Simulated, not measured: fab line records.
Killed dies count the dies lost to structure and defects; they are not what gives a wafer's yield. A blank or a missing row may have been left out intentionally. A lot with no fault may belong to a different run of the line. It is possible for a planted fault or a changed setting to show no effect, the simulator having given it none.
Which tool is to blame? -- flow gf180mcu -- 14 lots with 39 wafers sampled at 3 steps, on a route of 602 steps

WHAT THE GAUGES READ, wafer by wafer
GF_HV_LDD_RS_MEAS_53: measurement is done with a four-point probe. Usual: for HV_LDD_RS the level is 417.9 ohm/sq and the standard deviation is 1.
lot,measured,on,HV_LDD_RS (ohm/sq),flag
L454,day 12 10:34,film metro-01,419.7 419.0 419.6,
L455,day 12 21:13,film metro-03,418.1 418.1 417.6,
L457,day 13 15:52,film metro-04,416.9 416.5 416.5,
L458,day 13 22:04,film metro-03,418.2 417.4 419.2,
L459,day 14 10:08,film metro-04,416.8 417.5 416.0,
L460,day 15 05:07,film metro-01,417.3 417.5 418.4,
L461,day 15 05:43,film metro-01,417.1 417.3 418.0,
L462,day 15 06:19,film metro-01,417.8 418.5 417.9,
L463,day 15 23:48,film metro-04,416.8 416.6 416.6,
L465,day 16 11:02,film metro-04,417.0 417.6 417.4,
L467,day 16 21:35,film metro-04,417.0 417.7,
L468,day 17 10:07,film metro-03,417.1 417.6,
L471,day 18 07:16,film metro-01,418.4 419.3,
L477,day 20 06:46,film metro-04,418.5 417.9 417.5,

GF_SAB_THK_MEAS_01. Usual: for SAB_CVD_00_THK the level is 49.9 nm and the standard deviation is 0.61.
lot,measured,on,SAB_CVD_00_THK (nm),flag
L454,day 14 06:32,film metro-02,49.1 50.8 49.8,
L455,day 14 18:39,film metro-02,49.8 50.3 50.2,
L457,day 15 14:49,film metro-02,49.3 50.1 50.4,
L458,day 15 20:56,film metro-02,49.5 49.5 49.8,
L459,day 16 10:04,film metro-04,49.0 48.9 50.0,
L460,day 17 05:56,film metro-04,49.1 49.5 50.6,
L461,day 17 07:22,film metro-04,50.2 49.5 50.1,
L462,day 17 08:24,film metro-02,49.9 50.3 50.6,
L463,day 17 23:52,film metro-04,49.0 49.8 50.2,
L465,day 18 12:34,film metro-01,49.6 50.4 50.0,
L467,day 19 01:00,film metro-02,39.1 39.9,OFF
L468,day 19 13:50,film metro-02,38.9 51.2,OFF
L471,day 20 12:09,film metro-02,39.9 50.1,OFF
L477,day 22 09:50,film metro-01,49.8 51.0 50.9,

WHICH TOOL RAN EACH LOT (tool, then ch and the chambers of the sampled wafers, then the start)
lot,GF_SAB_CVD_00
L454,"pecvd-03 ch 1,2, day 14 06:30"
L455,"pecvd-02 ch 0,2, day 14 18:37"
L457,"pecvd-04 ch 0,1, day 15 14:47"
L458,"pecvd-02 ch 0,1,2, day 15 20:54"
L459,"pecvd-04 ch 0,1, day 16 10:03"
L460,"pecvd-02 ch 0,1,2, day 17 05:55"
L461,"pecvd-04 ch 0,2, day 17 07:21"
L462,"pecvd-04 ch 0,1, day 17 08:22"
L463,"pecvd-04 ch 1,2, day 17 23:50"
L465,"pecvd-02 ch 0,1,2, day 18 12:32"
L467,"pecvd-02 ch 0,1, day 19 00:59"
L468,"pecvd-02 ch 0,1, day 19 13:49"
L471,"pecvd-02 ch 0,2, day 20 12:08"
L477,"pecvd-04 ch 0,2, day 22 09:49"
- GF_SAB_CVD_00: deposits SiO2 from TEOS, target thk 50 nm, time 4.9302 s.

WHAT THE TOOLS THEMSELVES READ (means of the sampled wafers that have a number; where no wafer has one, the mark that the record gives instead)
GF_SAB_CVD_00. Usual: heater power outer w 374 W, standard deviation 52; heater power w 653 W, standard deviation 83.
lot,tool,heater power outer w (W),heater power w (W),flag
L454,pecvd-03,421,720,
L455,pecvd-02,404,689,
L457,pecvd-04,361,662,
L458,pecvd-02,332,601,
L459,pecvd-04,371,694,
L460,pecvd-02,363,619,
L461,pecvd-04,414,737,
L462,pecvd-04,327,634,
L463,pecvd-04,383,654,
L465,pecvd-02,325,569,
L467,pecvd-02,350,623,
L468,pecvd-02,342,596,
L471,pecvd-02,410,689,
L477,pecvd-04,404,707,

THE ANSWER, worked out from the rows above alone
Rule: take the mean of a lot's wafers that have a number; if it is more than 3 standard deviations from the usual mean, the lot is off. Also off: a lot with no number at a reading for which 4 or more lots have one. Where the step has rows for the other lots, those lots are counted as sound. The gauges are gone through in route order, then the tools' own readings, and for those a lot's mean is taken as printed above. At the first step where some lot is off, the reading lying furthest off is the one used; lots without a number count as furthest.
Off: L467, L468, L471, at GF_SAB_THK_MEAS_01 (SAB_CVD_00_THK).
A tool fits if, at a process step before that reading, it ran every lot that is off, and no sound lot after the first of them. Those tools and the gauges at GF_SAB_THK_MEAS_01 are tried in the same way. 2 tools fit, pecvd-02 at GF_SAB_CVD_00 and film metro-02 at GF_SAB_THK_MEAS_01, so this cannot tell which one it is.

WHAT THE SIMULATOR PUT IN
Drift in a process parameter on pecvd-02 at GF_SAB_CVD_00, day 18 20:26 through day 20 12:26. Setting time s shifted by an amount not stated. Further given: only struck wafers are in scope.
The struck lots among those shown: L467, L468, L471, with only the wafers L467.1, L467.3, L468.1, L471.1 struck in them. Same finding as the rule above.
